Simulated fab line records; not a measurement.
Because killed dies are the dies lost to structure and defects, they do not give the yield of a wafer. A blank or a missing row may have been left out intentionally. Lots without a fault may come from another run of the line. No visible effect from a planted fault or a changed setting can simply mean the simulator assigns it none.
Chamber matching | flow sky130 | cmp-02 running SKY_VIA2_CMP_24: 4 sister chambers
The step polishes, stops on SiO2, t overpolish 20 s, target thk 0 nm. 4 wafers are shown with their chamber, then 12 later ones without.

WAFERS WITH THEIR CHAMBER
wafer  | chamber | motor-current-A (A)
L084.5 | 0       | 10.7
L084.3 | 1       | 12.7
L084.4 | 2       | 10.5
L084.6 | 3       | 10.8

WAFERS WITHOUT THEIR CHAMBER
wafer  | motor-current-A (A)
L086.1 | 12.3
L086.2 | 10.4
L086.6 | 11.7
L092.3 | 10.6
L092.5 | 11.0
L092.6 | 10.7
L095.1 | 10.8
L095.2 | 10.9
L095.4 | 12.5
L095.3 | 10.0
L095.5 | 11.3
L095.6 | 11.8

CHAMBER TAKEN BY EACH
wafer  | from the rows above               | in truth
L086.1 | 1                                 | 1
L086.2 | can't be placed: 2 or 0 or 3      | 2
L086.6 | can't be placed: 3 or 0 or 1 or 2 | 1
L092.3 | can't be placed: 0 or 2 or 3      | 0
L092.5 | can't be placed: 3 or 0 or 2      | 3
L092.6 | can't be placed: 0 or 3 or 2      | 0
L095.1 | can't be placed: 3 or 0 or 2      | 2
L095.2 | can't be placed: 3 or 0 or 2      | 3
L095.4 | 1                                 | 1
L095.3 | can't be placed: 2 or 0 or 3      | 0
L095.5 | can't be placed: 3 or 0 or 2      | 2
L095.6 | can't be placed: 1 or 3 or 0 or 2 | 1
Correct placement for 2 of the 12. Can't be placed from these rows: 10 (the true chamber is among the candidates in 10). 0 placed wrongly.
How it was worked out, from the rows above alone: a wafer's distance from a chamber is the root of the sum, over the readings, of the square of ((its reading less the chamber's mean) divided by the reading's scatter). If the next closest chamber is less than 2 further off than the closest, the wafer can't be placed; otherwise it belongs to the closest. The mean given for a chamber averages the wafers shown for that chamber. The scatter: with one shown wafer a chamber, the root of the mean of the squares of how far each hidden wafer lies from its nearest shown one.
